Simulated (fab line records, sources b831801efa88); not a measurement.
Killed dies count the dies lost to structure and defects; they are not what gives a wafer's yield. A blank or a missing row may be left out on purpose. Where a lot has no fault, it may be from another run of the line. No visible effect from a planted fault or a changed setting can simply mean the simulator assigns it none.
fab line records + flow sky130
[record]
- lots = 6
- wafers = 17
- last-day = 50
route steps=708 shown LDD_LDN@299 SPACER@304 POLY_CUT@307 PAD_OPEN@708
lots with no fault: from the same line, run without faults
start-h: hours from the record's first day to the start of the lot's first wafer shown + wait-h: hours elapsed since this lot's preceding step + " the same as in the row above + L1.1+2: one row covering several wafers at once + - no value, or no start given + * or withheld: withheld + < > ~ a bound
route shown NAME@n: NAME is a module with steps in the file, n the number in the route of the first one + usual: mean/standard deviation taken from wafers without a fault + same: alike in all rows + chamber/n: place in a boat + sites: each site's reading + _std_site: the values' standard deviation + _edge_site: the outer-site mean with the inner-site mean subtracted + radius-mm: for every site, how far away it sits from the centre of the wafer + mask NAME#n: copy n + behind: tool/chamber where the wafer was last shaped + hold: why the lot was held/for how many hours/how that ended + device: transistor that didn't switch, given as n, p or np + end of line: tests of these same wafers at the route's end + a step given without rows: its recipe and nothing more + killed: the dies lost at the first sort to structure and to defects; this is not the yield of the wafer + map: a wafer's dies, marking killed ones x, the rest . and places with no die _
set.NAME: the setting as run; set.NAME@STEP: as run at that earlier step + model.NAME: the simulator's own value behind a step, which no gauge read
a table for each step, a row for each wafer; lots at some steps of the route
services: from which hour (start-h, from the record's first day; less than 0 if before it) a tool's chamber was out of use, for how many hours, and why
[[steps]]
[step SKY_LDD_LDN_IMPLANT_10]
[recipe]
- species = As
- energy-kev = 15
- dose-cm2 = 1.25e+13
- tilt-deg = withheld
- rotation-deg = 203
[step SKY_LDD_LDN_IMPLANT_11]
[recipe]
- species = As
- energy-kev = 15
- dose-cm2 = 1.25e+13
- tilt-deg = withheld
- rotation-deg = 293
[step SKY_LDD_LDN_STRIP_12]
[recipe]
- chemistry = O2/N2
- power-w = 1400
- pressure-mtorr = 1500
- platen-temp-c = withheld
- o2-flow-sccm = 3000
- n2-flow-sccm = 300
- overash-fraction = 0.5
[usual]
- chamber-pressure-mTorr = 1499.9/1.5
- drypump-motor-current-A = 5.6/0.31
- oes-product-au = 0.715/0.005
- strip-time-to-endpoint-s = 14.17/0.045
| lot.wafer | tool            | chamber | start-h | wait-h | chamber-pressure-mTorr | drypump-motor-current-A | oes-product-au | rf-hours-counter-h | strip-time-to-endpoint-s |
|-----------|-----------------|---------|---------|--------|------------------------|-------------------------|----------------|--------------------|--------------------------|
| L599.2    | plasma-asher-01 | 1       | 521.89  | 0.1    | 1499.9                 | 5.3                     | 0.718          | 41                 | 14.19                    |
| L599.4    | "               | 0       | "       | "      | 1496.4                 | 5.4                     | 0.719          | -                  | 14.17                    |
| L599.6    | "               | 1       | "       | "      | 1499.8                 | 5.3                     | 0.713          | -                  | 14.19                    |
| L611.2    | plasma-asher-01 | 1       | 654.89  | 0.1    | 1501.0                 | 5.3                     | 0.714          | 55                 | 14.16                    |
| L611.4    | "               | 1       | "       | "      | 1500.2                 | 5.3                     | 0.713          | -                  | 14.16                    |
| L611.6    | "               | 0       | "       | "      | 1502.4                 | 5.4                     | 0.705          | -                  | 14.17                    |
| L613.2    | plasma-asher-01 | 0       | 658.84  | 0.1    | 1502.2                 | 5.4                     | 0.718          | 56                 | 14.20                    |
| L613.5    | "               | 1       | "       | "      | 1502.7                 | 5.3                     | 0.727          | -                  | 14.25                    |
| L613.6    | "               | 0       | "       | "      | 1499.0                 | 5.4                     | 0.718          | -                  | 14.28                    |
| L615.4    | plasma-asher-01 | 0       | 673.87  | 0.1    | 1498.0                 | 5.4                     | 0.721          | -                  | 14.14                    |
| L615.6    | "               | 0       | "       | "      | 1499.4                 | 5.4                     | 0.719          | -                  | 14.13                    |
| L617.2    | plasma-asher-04 | 1       | 698.09  | 0.1    | 1499.8                 | 5.8                     | 0.707          | 105                | 14.17                    |
| L617.4    | "               | 0       | "       | "      | 1499.5                 | 5.9                     | 0.708          | -                  | 14.19                    |
| L617.5    | "               | 0       | "       | "      | 1496.5                 | 5.9                     | 0.724          | -                  | 14.18                    |
| L621.2    | plasma-asher-03 | 0       | 710.99  | 0.1    | 1501.5                 | 6.2                     | 0.713          | 80                 | 14.22                    |
| L621.4    | "               | 1       | "       | "      | 1498.7                 | 5.9                     | 0.726          | -                  | 14.21                    |
| L621.6    | "               | 1       | "       | "      | 1501.0                 | 5.9                     | 0.714          | -                  | 14.14                    |
[step SKY_LDD_LDN_TW_MEAS_13]
[usual]
- LDD_LDN_TW = 1487/7.3
| lot.wafer | tool          | chamber | start-h | wait-h | LDD_LDN_TW |
|-----------|---------------|---------|---------|--------|------------|
| L599.2    | film-metro-02 | -       | 522.00  | 0.1    | 1495       |
| L599.4    | "             | -       | "       | "      | 1491       |
| L599.6    | "             | -       | "       | "      | 1484       |
| L611.2    | film-metro-01 | -       | 655.00  | 0.1    | 1491       |
| L611.4    | "             | -       | "       | "      | 1493       |
| L611.6    | "             | -       | "       | "      | 1499       |
| L613.2    | film-metro-04 | -       | 658.95  | 0.1    | 1490       |
| L613.5    | "             | -       | "       | "      | 1492       |
| L613.6    | "             | -       | "       | "      | 1496       |
| L615.4    | film-metro-04 | -       | 673.96  | 0.1    | 1483       |
| L615.6    | "             | -       | "       | "      | 1487       |
| L617.2    | film-metro-02 | -       | 698.20  | 0.1    | 1490       |
| L617.4    | "             | -       | "       | "      | 1486       |
| L617.5    | "             | -       | "       | "      | 1482       |
| L621.2    | film-metro-02 | -       | 711.10  | 0.1    | 1484       |
| L621.4    | "             | -       | "       | "      | 1474       |
| L621.6    | "             | -       | "       | "      | 1476       |
[step SKY_LDD_LDN_CLEAN_14]
[recipe]
- chemistry = SC1/SC2
- mix = 1:4:20
- temp-c = 70
- time-s = 150
- dry = n2-spin
[step SKY_SPACER_CVD_00]
[recipe]
- material = Si3N4
- precursor = DCS/NH3
- target-thk-nm = 43.1
- temp-c = 770
- time-s = 740
- pressure-mtorr = 250
[step SKY_SPACER_THK_MEAS_01]
[recipe]
- reads = Si3N4_of_SPACER_CVD_00
[usual]
- SPACER_CVD_00_THK = 43.4/0.47
| lot.wafer | tool          | chamber | start-h | wait-h | SPACER_CVD_00_THK[nm] |
|-----------|---------------|---------|---------|--------|-----------------------|
| L599.2    | film-metro-01 | -       | 523.34  | 0.0    | 43.7                  |
| L599.4    | "             | -       | "       | "      | 44.1                  |
| L599.6    | "             | -       | "       | "      | 44.0                  |
| L611.2    | film-metro-03 | -       | 657.96  | 0.0    | 43.4                  |
| L611.4    | "             | -       | "       | "      | 43.6                  |
| L611.6    | "             | -       | "       | "      | 43.3                  |
| L613.2    | film-metro-02 | -       | 664.02  | 0.0    | 43.6                  |
| L613.5    | "             | -       | "       | "      | 43.4                  |
| L613.6    | "             | -       | "       | "      | 43.3                  |
| L615.4    | film-metro-02 | -       | 677.16  | 0.0    | 43.2                  |
| L615.6    | "             | -       | "       | "      | 43.6                  |
| L617.2    | film-metro-02 | -       | 701.69  | 0.0    | 43.4                  |
| L617.4    | "             | -       | "       | "      | 42.7                  |
| L617.5    | "             | -       | "       | "      | 43.3                  |
| L621.2    | film-metro-01 | -       | 715.25  | 0.0    | 43.5                  |
| L621.4    | "             | -       | "       | "      | 43.7                  |
| L621.6    | "             | -       | "       | "      | 43.8                  |
[step SKY_SPACER_ETCHBACK_02]
[recipe]
- chemistry = CH3F/O2
- target = Si3N4
- stop-on = SiO2
- source-w = 400
- bias-w = 80
- pressure-mtorr = 25
- ch3f-flow-sccm = 40
- O2_flow_sccm = 30
- time-s = 46.7
- target-depth-a = 450
[usual]
- ch3f-flow-sccm = 40.01/0.11
- chamber-pressure-mTorr = 25.002/0.024
- drypump-motor-current-A = 5.8/0.49
- oes-product-au = 0.858/0.0069
- throttle-valve-pct = 10.563/0.0096
| lot.wafer | tool        | chamber | start-h | wait-h | ch3f-flow-sccm | chamber-pressure-mTorr | drypump-motor-current-A | oes-product-au | rf-hours-counter-h | throttle-valve-pct |
|-----------|-------------|---------|---------|--------|----------------|------------------------|-------------------------|----------------|--------------------|--------------------|
| L599.2    | rie-diel-01 | 1       | 523.39  | 0.0    | 39.82          | 25.006                 | 6.0                     | 0.867          | 8                  | 10.557             |
| L599.4    | "           | 0       | "       | "      | 39.98          | 24.971                 | 5.4                     | 0.866          | 3                  | 10.582             |
| L599.6    | "           | 2       | "       | "      | 39.97          | 25.019                 | 5.1                     | 0.861          | -                  | 10.562             |
| L611.2    | rie-diel-01 | 3       | 658.01  | 0.0    | 40.03          | 25.012                 | 5.6                     | 0.858          | 6                  | 10.551             |
| L611.4    | "           | 2       | "       | "      | 39.92          | 25.006                 | 5.1                     | 0.858          | -                  | 10.566             |
| L611.6    | "           | 1       | "       | "      | 39.89          | 24.993                 | 6.0                     | 0.858          | -                  | 10.568             |
| L613.2    | rie-diel-04 | 1       | 664.07  | 0.0    | 40.11          | 24.961                 | 5.7                     | 0.855          | 5                  | 10.569             |
| L613.5    | "           | 3       | "       | "      | 40.01          | 25.003                 | 6.7                     | 0.852          | -                  | 10.557             |
| L613.6    | "           | 0       | "       | "      | 39.87          | 25.003                 | 4.9                     | 0.853          | -                  | 10.567             |
| L615.4    | rie-diel-04 | 1       | 677.19  | 0.0    | 39.86          | 25.005                 | 5.7                     | 0.859          | 5                  | 10.542             |
| L615.6    | "           | 0       | "       | "      | 39.97          | 25.029                 | 4.9                     | 0.861          | -                  | 10.553             |
| L617.2    | rie-diel-02 | 2       | 701.74  | 0.0    | 40.06          | 25.028                 | 6.2                     | 0.859          | 1                  | 10.547             |
| L617.4    | "           | 0       | "       | "      | 40.08          | 24.972                 | 6.3                     | 0.850          | 0                  | 10.550             |
| L617.5    | "           | 0       | "       | "      | 40.08          | 24.973                 | 6.3                     | 0.861          | -                  | 10.578             |
| L621.2    | rie-diel-02 | 0       | 715.30  | 0.0    | 40.24          | 25.035                 | 6.3                     | 0.853          | 1                  | 10.545             |
| L621.4    | "           | 3       | "       | "      | 40.00          | 24.976                 | 5.8                     | 0.862          | 34                 | 10.566             |
| L621.6    | "           | 1       | "       | "      | 40.04          | 24.991                 | 6.1                     | 0.867          | -                  | 10.568             |
[step SKY_POLY_CUT_DEHYDRATE_00]
[recipe]
- temp-c = 200
- time-s = 60
[step SKY_POLY_CUT_HMDS_01]
[recipe]
- prime-time-s = 60
- prime-temp-c = 120
[step SKY_POLY_CUT_COAT_02]
[recipe]
- resist = BARC
- temp-c = withheld
- time-s = withheld
- spin-rpm = 3000
- resist-thk-nm = 60
[step SKY_POLY_CUT_COAT_03]
[recipe]
- resist = KrF-thick
- spin-rpm = 3000
- resist-thk-nm = 450
[step SKY_POLY_CUT_SOFTBAKE_04]
[recipe]
- temp-c = 100
- time-s = 90
- resist = KrF-thick
[usual]
- resist-line-temp-C = 23.00/0.1
- run-length-s = 119.22/0.13
| lot.wafer | tool           | chamber | start-h | wait-h | resist-line-temp-C | run-length-s |
|-----------|----------------|---------|---------|--------|--------------------|--------------|
| L599.2    | litho-track-04 | 0       | 538     | -      | 22.95              | 119.18       |
| L599.4    | "              | 0       | "       | "      | 22.90              | 119.01       |
| L599.6    | "              | 0       | "       | "      | 22.95              | 118.99       |
| L611.2    | litho-track-03 | 0       | 671     | -      | 22.96              | 119.05       |
| L611.4    | "              | 0       | "       | "      | 23.07              | 119.24       |
| L611.6    | "              | 0       | "       | "      | 23.02              | 119.08       |
| L613.2    | litho-track-03 | 0       | 677     | -      | 22.99              | 119.23       |
| L613.5    | "              | 0       | "       | "      | 23.11              | 122.80       |
| L613.6    | "              | 0       | "       | "      | 23.02              | 122.85       |
| L615.4    | litho-track-03 | 0       | 692     | -      | 22.84              | 119.26       |
| L615.6    | "              | 0       | "       | "      | 22.91              | 122.87       |
| L617.2    | litho-track-04 | 0       | 716     | -      | 22.93              | 118.99       |
| L617.4    | "              | 0       | "       | "      | 22.88              | 119.26       |
| L617.5    | "              | 0       | "       | "      | 22.79              | 119.11       |
| L621.2    | litho-track-02 | 0       | 728     | -      | 22.92              | 119.20       |
| L621.4    | "              | 0       | "       | "      | 22.83              | 119.41       |
| L621.6    | "              | 0       | "       | "      | 22.87              | 119.34       |
[step SKY_POLY_CUT_EXPOSE_05]
[recipe]
- mask-id = NPCM
- na = 0.8
- source-shape = annular
- sigma-inner = 0.55
- sigma-outer = 0.85
- target-cd-nm = 270
- dose-mj = 32
[step SKY_PAD_OPEN_PROBE_99]
[usual]
- killed_at_M0_to_M3 = 43/7.8
- killed_at_M4_up = 3.2/1.7
- killed-at-contacts = 24/5.2
- killed-at-front-end = 15/4.5
- killed-at-other = 0.4/0.65
- killed-dies = 87/9.1
- killed-open = 47/7.3
- killed-short = 40/6.5
[same]
- gross-dies = 492
- killed-at-back-side = 0
| lot.wafer | tool      | chamber | start-h | wait-h | killed_at_M0_to_M3 | killed_at_M4_up | killed-at-contacts | killed-at-front-end | killed-at-other | killed-dies | killed-open | killed-short |
|-----------|-----------|---------|---------|--------|--------------------|-----------------|--------------------|---------------------|-----------------|-------------|-------------|--------------|
| L599.2    | prober-02 | -       | 1070.28 | 0.1    | 62                 | 4               | 19                 | 13                  | 1               | 99          | 56          | 43           |
| L599.4    | prober-02 | -       | 1070.38 | 0.2    | 44                 | 0               | 20                 | 19                  | 0               | 83          | 51          | 32           |
| L599.6    | prober-02 | -       | 1070.48 | 0.2    | 45                 | 5               | 34                 | 23                  | 0               | 107         | 54          | 53           |
| L611.2    | prober-02 | -       | 1161.97 | 0.1    | 54                 | 3               | 23                 | 15                  | 0               | 95          | 42          | 53           |
| L611.4    | prober-02 | -       | 1162.07 | 0.2    | 49                 | 4               | 25                 | 9                   | 0               | 87          | 48          | 39           |
| L611.6    | prober-02 | -       | 1162.17 | 0.2    | 45                 | 5               | 22                 | 16                  | 0               | 88          | 42          | 46           |
| L613.2    | prober-02 | -       | 1163.58 | 0.1    | 45                 | 4               | 25                 | 18                  | 0               | 92          | 51          | 41           |
| L613.5    | prober-02 | -       | 1163.73 | 0.2    | 39                 | 2               | 21                 | 15                  | 0               | 77          | 41          | 36           |
| L613.6    | prober-02 | -       | 1163.78 | 0.2    | 60                 | 3               | 16                 | 15                  | 0               | 94          | 42          | 52           |
| L615.4    | prober-01 | -       | 1174.53 | 0.2    | 38                 | 3               | 22                 | 8                   | 0               | 71          | 31          | 40           |
| L615.6    | prober-01 | -       | 1174.63 | 0.2    | 31                 | 4               | 24                 | 21                  | 0               | 80          | 43          | 36           |
| L617.2    | prober-02 | -       | 1187.34 | 0.1    | 42                 | 4               | 26                 | 14                  | 0               | 86          | 55          | 31           |
| L617.4    | prober-02 | -       | 1187.44 | 0.2    | 47                 | 7               | 19                 | 10                  | 0               | 83          | 48          | 35           |
| L617.5    | prober-02 | -       | 1187.49 | 0.2    | 48                 | 5               | 24                 | 13                  | 0               | 90          | 50          | 40           |
| L621.2    | prober-02 | -       | 1197.22 | 0.1    | 30                 | 0               | 31                 | 17                  | 0               | 78          | 40          | 38           |
| L621.4    | prober-02 | -       | 1197.32 | 0.2    | 44                 | 4               | 27                 | 14                  | 2               | 91          | 45          | 46           |
| L621.6    | prober-02 | -       | 1197.42 | 0.2    | 35                 | 0               | 26                 | 10                  | 0               | 71          | 43          | 28           |
// killed by level:class
L599.2 VIA2:geometric-particle:open=11 VIA3:geometric-particle:open=11 VIA1:geometric-particle:open=9 METAL1:geometric-particle:short=9 VIA1:geometric-particle:short=6 FIELD_ISO:geometric-particle:open=5 LI_CONTACT:geometric-particle:open=5 LOCAL_INTERCONNECT:geometric-particle:short=5
L599.4 VIA3:geometric-particle:open=11 CONTACT:geometric-particle:open=9 POLY_GATE:geometric-particle:open=8 VIA1:geometric-particle:open=8 VIA1:geometric-particle:short=5 VIA2:geometric-particle:short=4 METAL2:geometric-particle:short=4 VIA2:geometric-particle:open=4
L599.6 VIA1:geometric-particle:open=13 LI_CONTACT:geometric-particle:open=10 CONTACT:geometric-particle:open=10 CONTACT:geometric-particle:short=8 POLY_GATE:geometric-particle:short=8 FIELD_ISO:geometric-particle:short=7 VIA1:geometric-particle:short=7 VIA3:geometric-particle:open=6
L611.2 METAL2:geometric-particle:short=15 CONTACT:geometric-particle:open=9 METAL1:geometric-particle:short=7 VIA3:geometric-particle:open=7 FIELD_ISO:geometric-particle:open=6 VIA2:geometric-particle:open=5 VIA1:geometric-particle:open=5 FIELD_ISO:geometric-particle:short=4
L611.4 VIA1:geometric-particle:open=13 CONTACT:geometric-particle:open=11 METAL2:geometric-particle:short=8 VIA1:geometric-particle:short=7 LI_CONTACT:geometric-particle:open=6 VIA2:geometric-particle:open=5 VIA3:geometric-particle:short=4 VIA3:geometric-particle:open=4
L611.6 VIA1:geometric-particle:open=11 CONTACT:geometric-particle:open=8 METAL2:geometric-particle:short=7 FIELD_ISO:geometric-particle:short=6 VIA2:geometric-particle:open=6 VIA3:geometric-particle:open=5 METAL4:geometric-particle:short=5 POLY_GATE:geometric-particle:short=4
L613.2 VIA1:geometric-particle:open=13 CONTACT:geometric-particle:open=11 VIA1:geometric-particle:short=7 FIELD_ISO:geometric-particle:short=6 FIELD_ISO:geometric-particle:open=6 VIA2:geometric-particle:open=6 VIA3:geometric-particle:open=6 LI_CONTACT:geometric-particle:open=5
L613.5 LI_CONTACT:geometric-particle:open=8 VIA1:geometric-particle:open=7 FIELD_ISO:geometric-particle:open=5 CONTACT:geometric-particle:open=5 METAL2:geometric-particle:short=5 POLY_GATE:geometric-particle:short=4 LI_CONTACT:geometric-particle:short=4 VIA2:geometric-particle:open=4
L613.6 VIA1:geometric-particle:open=13 CONTACT:geometric-particle:open=10 VIA1:geometric-particle:short=9 METAL2:geometric-particle:short=9 VIA3:geometric-particle:open=6 VIA2:geometric-particle:open=6 FIELD_ISO:geometric-particle:short=5 POLY_GATE:geometric-particle:short=5
L615.4 CONTACT:geometric-particle:open=8 VIA2:geometric-particle:short=6 METAL2:geometric-particle:short=6 VIA1:geometric-particle:short=5 VIA1:geometric-particle:open=5 LI_CONTACT:geometric-particle:open=4 LI_CONTACT:geometric-particle:short=4 VIA3:geometric-particle:open=4
L615.6 LI_CONTACT:geometric-particle:open=8 CONTACT:geometric-particle:open=8 VIA2:geometric-particle:open=6 POLY_GATE:geometric-particle:open=5 METAL1:geometric-particle:short=5 POLY_GATE:geometric-particle:short=4 VIA1:geometric-particle:open=4 METAL4:geometric-particle:short=4
L617.2 VIA1:geometric-particle:open=14 VIA2:geometric-particle:open=10 CONTACT:geometric-particle:open=8 FIELD_ISO:geometric-particle:open=5 LI_CONTACT:geometric-particle:open=5 LOCAL_INTERCONNECT:geometric-particle:short=5 VIA3:geometric-particle:open=5 CONTACT:geometric-particle:short=4
L617.4 VIA3:geometric-particle:open=10 CONTACT:geometric-particle:open=8 VIA1:geometric-particle:open=8 VIA2:geometric-particle:open=8 METAL4:geometric-particle:short=7 METAL2:geometric-particle:short=7 VIA1:geometric-particle:short=5 LI_CONTACT:geometric-particle:open=4
L617.5 CONTACT:geometric-particle:open=11 VIA1:geometric-particle:open=11 METAL1:geometric-particle:short=7 VIA3:geometric-particle:open=7 METAL2:geometric-particle:short=6 VIA2:geometric-particle:open=6 VIA3:geometric-particle:short=5 FIELD_ISO:geometric-particle:open=4
L621.2 LI_CONTACT:geometric-particle:open=11 CONTACT:geometric-particle:open=9 LI_CONTACT:geometric-particle:short=5 VIA1:geometric-particle:short=5 POLY_GATE:geometric-particle:open=4 POLY_GATE:geometric-particle:short=4 METAL1:geometric-particle:short=4 FIELD_ISO:geometric-particle:open=3
L621.4 VIA1:geometric-particle:open=9 LI_CONTACT:geometric-particle:open=8 CONTACT:geometric-particle:open=8 METAL3:geometric-particle:short=7 POLY_GATE:geometric-particle:short=6 LI_CONTACT:geometric-particle:short=5 METAL2:geometric-particle:short=5 POLY_GATE:geometric-particle:open=4
L621.6 CONTACT:geometric-particle:open=14 VIA2:geometric-particle:open=8 VIA3:geometric-particle:open=6 FIELD_ISO:geometric-particle:short=5 CONTACT:geometric-particle:short=5 LI_CONTACT:geometric-particle:open=4 VIA1:geometric-particle:open=4 METAL2:geometric-particle:short=4
[[services]]
| tool            | chamber | start-h | hours | kind                      |
|-----------------|---------|---------|-------|---------------------------|
| rie-diel-04     | 0       | 542.21  | 10.9  | repair                    |
| plasma-asher-03 | -       | 622.40  | 82.2  | repair                    |
| rie-diel-02     | 2       | 629.45  | 20.4  | repair                    |
| rie-diel-02     | 3       | 634.84  | 6.0   | repair                    |
| rie-diel-01     | 0       | 635.23  | 5.8   | repair                    |
| rie-diel-01     | -       | 636.04  | 2.8   | pm                        |
| rie-diel-04     | 1       | 642.08  | 8.2   | repair                    |
| litho-track-03  | -       | 646.23  | -     | consumable-replace:filter |
| rie-diel-01     | 0       | 646.89  | 18.4  | repair                    |
| rie-diel-02     | 2       | 649.90  | -     | clean                     |
| rie-diel-02     | 2       | 649.90  | 19.8  | scheduled-down            |
| rie-diel-02     | 2       | 649.90  | 19.8  | vent-cycle                |
| rie-diel-02     | 3       | 650.54  | 15.5  | repair                    |
| rie-diel-04     | 2       | 658.31  | 6.6   | repair                    |
| rie-diel-02     | 0       | 669.70  | -     | clean                     |
| rie-diel-02     | 0       | 669.70  | 17.1  | scheduled-down            |
| rie-diel-02     | 0       | 669.70  | 17.1  | vent-cycle                |
| rie-diel-01     | 2       | 686.71  | 35.9  | repair                    |
| plasma-asher-01 | -       | 710.08  | 14.6  | pm                        |
| rie-diel-01     | 0       | 720.45  | 3.4   | repair                    |
[[key]]
[first-sign]
- step = SKY_POLY_CUT_SOFTBAKE_04
- reading = run-length-s
- direction = up
- sigmas = 27
- usual = *
- struck = *
effect none on later readings
met-at SKY_POLY_CUT_SOFTBAKE_04
struck-wafers L613.5,L613.6,L615.6
tester-left-out L613,L615
onset-between 671 677
[fault]
- kind = process-parameter-drift
- tool = litho-track-03
- chamber = -
- onset-h = 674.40
- steps = SKY_POLY_CUT_SOFTBAKE_04
- channel = time-s
- offset = *
- shape = step
- end-h = 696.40
- scope = struck-wafers-only
- acts-in = *
- stated = *
// tester-left-out: of these lots the tester's yield and bins aren't shown, on N5 and GAA mostly nor the transistor test; their killed dies are dies lost to structure and defects alone, not to doping, threshold or leakage, so they don't give the yield
